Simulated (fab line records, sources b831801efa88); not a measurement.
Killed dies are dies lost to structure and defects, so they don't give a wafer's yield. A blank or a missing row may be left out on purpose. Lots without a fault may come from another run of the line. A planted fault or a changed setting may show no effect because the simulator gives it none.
Problem report in the 8D (eight disciplines) form, filled by code | flow gf180mcu | the parts of the form that need people (team, actions taken, sign-off) are left out

1. THE PROBLEM
cathode_dc_power_W at GF_M3_SPUTTER_04 reads a mean of 8093.1 W on 3 wafers of 3 lots; wafers without a fault read 6500.1 W with a standard deviation of 1.2. That is +99 or more standard deviations from the usual mean.
The step: material TiN, target thk 50 nm, time 41.7 s.
First seen on wafer L776.5, day 27 05:37, on pvd_sputter-01. The record holds 39 wafers of 15 lots with a number at this step. Rule for "out", or "out of limits": more than 4 standard deviations from the usual mean. The other wafers with a number count as sound.

2. WHAT IT IS AND WHAT IT IS NOT
question                    | is                     | is not
which readings at this step | cathode_dc_power_W     | -
which lots                  | L776, L777, L779       | L756, L757, L760, L761, L764, L765, L766, L769, L770, L771, L772, L778
which wafers of those lots  | all that have a number | -
read on which tools         | pvd_sputter-01         | pvd_sputter-02, pvd_sputter-03
when                        | from day 27 05:37      | up to then (33 sound wafers); but 3 sound wafers of L778 came after

3. SUSPECTS, AND WHAT RULES EACH OUT
Counting: a tool at a process step up to the reading stays a suspect if it ran every lot that is out and no sound lot after the first of them.
- cmp-01 at GF_V2_CMP_04 (polishes SiO2): ruled out as a lasting fault. Sound lots L778 ran on it after its first lot that is out, L776 (day 26 08:14).
- pvd_sputter-01 at GF_M3_SPUTTER_04 (material TiN, target thk 50 nm, time 41.7 s): kept. It ran every lot that is out, first L776 (day 27 05:37), and no sound lot after that; its last sound lot up to then is L772 (day 25 19:58). Its own readings are out on those wafers: cathode_dc_power_W.
Left after counting: pvd_sputter-01 at GF_M3_SPUTTER_04.

4. THE CAUSE (what the simulator had put in)
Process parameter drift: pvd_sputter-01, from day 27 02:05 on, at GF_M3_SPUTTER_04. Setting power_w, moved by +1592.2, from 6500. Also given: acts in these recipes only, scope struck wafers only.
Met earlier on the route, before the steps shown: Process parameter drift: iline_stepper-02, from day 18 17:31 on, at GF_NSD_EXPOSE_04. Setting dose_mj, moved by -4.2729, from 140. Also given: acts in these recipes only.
Counting left only this tool.

5. THE CHAIN OF EFFECTS, in route order
Each row: a reading whose mean over the struck wafers that have a number lies more than 3 standard deviations from the usual. Only readings for which the record gives a usual standard deviation are gone through. hours: the time from each lot's start at the first step in this table that gives one to its start at this step, as a median over the lots. sigmas: the change in usual standard deviations.
hours | step             | reading            | usual    | on struck wafers | change  | sigmas
0     | GF_M3_SPUTTER_04 | cathode_dc_power_W | 6500.1 W | 8093.1           | +1593.0 | +99 or more
The process steps in it:
- GF_M3_SPUTTER_04: material TiN, target thk 50 nm, time 41.7 s.

6. WHAT WOULD HAVE CAUGHT IT SOONER
In this record the first reading out of limits was taken at day 27 05:37, 4 hours after the fault began at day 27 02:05.
